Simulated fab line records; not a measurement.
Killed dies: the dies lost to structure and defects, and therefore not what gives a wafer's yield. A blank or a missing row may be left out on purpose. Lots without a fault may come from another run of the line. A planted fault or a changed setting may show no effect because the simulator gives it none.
What tool caused it? ; flow gf180mcu ; Sampling: 12 lots, 35 wafers, 5 of 602 route steps

== WHAT EACH GAUGE READ, for each wafer ==
GF_V3_CD_MEAS_14: the cd target is 260 nm.
lot;measured;on;cdNm (nm)
L419;day 22 09:02;cdSem-01;262.4 262.5 262.5
L420;day 22 17:46;cdSem-01;260.5 259.6 260.5
L421;day 22 22:07;cdSem-01;257.9 258.8 257.8
L423;day 23 20:55;cdSem-01;260.7 260.7 259.1
L424;day 24 05:04;cdSem-01;261.3 261.7 260.2
L425;day 24 08:10;cdSem-02;261.4 261.1 261.8
L426;day 24 11:16;cdSem-01;259.2 258.4 258.9
L435;day 27 11:41;cdSem-01;258.2 258.6
L439;day 29 02:50;cdSem-01;259.5 259.0 257.5
L440;day 29 05:57;cdSem-01;258.8 258.4 258.1
L441;day 29 13:35;cdSem-02;260.7 260.7 261.2
L442;day 29 23:00;cdSem-02;259.0 259.2 257.3

GF_M4_CD_MEAS_14: the cd target is 280 nm.
lot;measured;on;cdNm (nm)
L419;day 23 09:44;cdSem-01;279.1 279.0 278.9
L420;day 23 17:49;cdSem-01;279.3 278.9 279.8
L421;day 23 22:12;cdSem-01;279.3 278.7 277.1
L423;day 24 20:41;cdSem-01;283.6 282.0 281.5
L424;day 25 06:11;cdSem-01;279.4 279.8 279.2
L425;day 25 07:34;cdSem-01;280.4 280.6 279.3
L426;day 25 09:51;cdSem-01;276.5 277.7 277.3
L435;day 28 08:53;cdSem-01;215.4 278.9
L439;day 29 23:09;cdSem-02;281.8 281.5 280.5
L440;day 30 02:37;cdSem-02;280.5 279.7 279.9
L441;day 30 09:38;cdSem-02;279.2 279.9 279.9
L442;day 30 18:33;cdSem-02;278.9 280.1 279.4

== EACH LOT AND THE TOOL THAT RAN IT (in order: tool; ch and the chambers of the sampled wafers; start) ==
lot;GF_V3_ETCH_16;GF_V3_STRIP_18;GF_M4_EXPOSE_11
L419;rieDiel-04 ch 1,3, day 22 09:08;plasmaAsher-04 ch 0,1, day 22 09:18;krfScanner-01 ch 0, day 22 22:51
L420;rieDiel-01 ch 0,1, day 22 17:53;plasmaAsher-03 ch 0,1, day 22 18:03;krfScanner-01 ch 0, day 23 07:26
L421;rieDiel-01 ch 0,3, day 22 22:14;plasmaAsher-04 ch 1, day 22 22:22;krfScanner-02 ch 0, day 23 11:26
L423;rieDiel-04 ch 2,3, day 23 21:04;plasmaAsher-03 ch 0,1, day 23 21:12;krfScanner-02 ch 0, day 24 10:16
L424;rieDiel-04 ch 1,2,3, day 24 05:13;plasmaAsher-04 ch 0,1, day 24 05:21;krfScanner-01 ch 0, day 24 19:16
L425;rieDiel-01 ch 0,2,3, day 24 08:17;plasmaAsher-04 ch 0,1, day 24 08:27;krfScanner-01 ch 0, day 24 20:37
L426;rieDiel-01 ch 0,2,3, day 24 11:23;plasmaAsher-01 ch 0,1, day 24 11:31;krfScanner-01 ch 0, day 24 23:39
L435;rieDiel-01 ch 1,2, day 27 11:50;plasmaAsher-03 ch 1, day 27 11:58;krfScanner-01 ch 0, day 28 00:02
L439;rieDiel-01 ch 1,2,3, day 29 02:58;plasmaAsher-03 ch 0,1, day 29 03:05;krfScanner-02 ch 0, day 29 14:08
L440;rieDiel-02 ch 0,3, day 29 06:04;plasmaAsher-04 ch 0,1, day 29 06:14;krfScanner-02 ch 0, day 29 17:32
L441;rieDiel-01 ch 0,1,3, day 29 13:44;plasmaAsher-04 ch 0,1, day 29 13:52;krfScanner-02 ch 0, day 30 00:53
L442;rieDiel-02 ch 1,2, day 29 23:07;plasmaAsher-03 ch 0,1, day 29 23:17;krfScanner-02 ch 0, day 30 09:55
- GF_V3_ETCH_16: etches BARC in N2/H2.
- GF_V3_STRIP_18: strips in O2/N2.
- GF_M4_EXPOSE_11: exposes mask Metal4, target cd 280 nm.

== WHAT THE TOOLS THEMSELVES READ (means of the sampled wafers that have a number; where no wafer has one, the mark that the record gives instead) ==
GF_V3_ETCH_16.
lot;tool;drypumpMotorCurrentA (A);oesProductAu (a.u.);throttleValvePct (%)
L419;rieDiel-04;5.3;0.855;13.237
L420;rieDiel-01;5.9;0.855;13.223
L421;rieDiel-01;5.9;0.855;13.221
L423;rieDiel-04;5.3;0.853;13.222
L424;rieDiel-04;5.5;0.855;13.222
L425;rieDiel-01;5.7;0.854;13.225
L426;rieDiel-01;5.7;0.860;13.230
L435;rieDiel-01;5.7;0.857;13.215
L439;rieDiel-01;5.4;0.852;13.231
L440;rieDiel-02;5.9;0.857;13.227
L441;rieDiel-01;5.7;0.852;13.229
L442;rieDiel-02;6.4;0.856;13.238

GF_V3_STRIP_18.
lot;tool;drypumpMotorCurrentA (A);heaterPowerW (W);oesProductAu (a.u.)
L419;plasmaAsher-04;5.7;342;0.592
L420;plasmaAsher-03;5.7;327;0.591
L421;plasmaAsher-04;6.2;364;0.597
L423;plasmaAsher-03;6.1;333;0.595
L424;plasmaAsher-04;5.7;351;0.595
L425;plasmaAsher-04;6.0;355;0.587
L426;plasmaAsher-01;6.1;317;0.595
L435;plasmaAsher-03;6.5;342;0.593
L439;plasmaAsher-03;5.7;331;0.593
L440;plasmaAsher-04;6.0;347;0.596
L441;plasmaAsher-04;5.7;344;0.591
L442;plasmaAsher-03;6.0;333;0.588

GF_M4_EXPOSE_11.
lot;tool;stageVelMmS (mm/s)
L419;krfScanner-01;500.01
L420;krfScanner-01;500.04
L421;krfScanner-02;499.88
L423;krfScanner-02;499.98
L424;krfScanner-01;500.13
L425;krfScanner-01;499.95
L426;krfScanner-01;499.98
L435;krfScanner-01;499.85
L439;krfScanner-02;500.02
L440;krfScanner-02;499.60
L441;krfScanner-02;499.97
L442;krfScanner-02;499.93

== THE ANSWER, worked out from the rows above alone ==
Rule: what is usual is taken from the lots themselves. The widest of any qualifying gaps counts: lots, ordered by their means at a reading, are off when they make up no more than a third of the lots, leave a main group of 4 or more, and stand apart from it by 3 or more times the standard deviation of that group's means. If all means in a main group match to the digits the tables above print for the reading, that group is not used. A lot without any number at a reading at which 4 lots or more have one is off too. Any other lot the step has rows for is counted as sound. Order of review: gauges by route order, followed by the tools' own readings, for which a lot's mean as printed above is used. At the first step where some lot is off, the reading lying furthest off is the one used; lots without a number count as furthest.
Off: L435, at GF_M4_CD_MEAS_14 (cdNm). The main group has a mean of 279.7 nm with a standard deviation of 1.3.
A tool fits if, at a process step before that reading, it ran every lot that is off, and no sound lot after the first of them. Those tools and the gauges at GF_M4_CD_MEAS_14 are tried in the same way. Can't be told from this: 2 tools fit, krfScanner-01 at GF_M4_EXPOSE_11, cdSem-01 at GF_M4_CD_MEAS_14.

== WHAT WAS PUT IN BY THE SIMULATOR ==
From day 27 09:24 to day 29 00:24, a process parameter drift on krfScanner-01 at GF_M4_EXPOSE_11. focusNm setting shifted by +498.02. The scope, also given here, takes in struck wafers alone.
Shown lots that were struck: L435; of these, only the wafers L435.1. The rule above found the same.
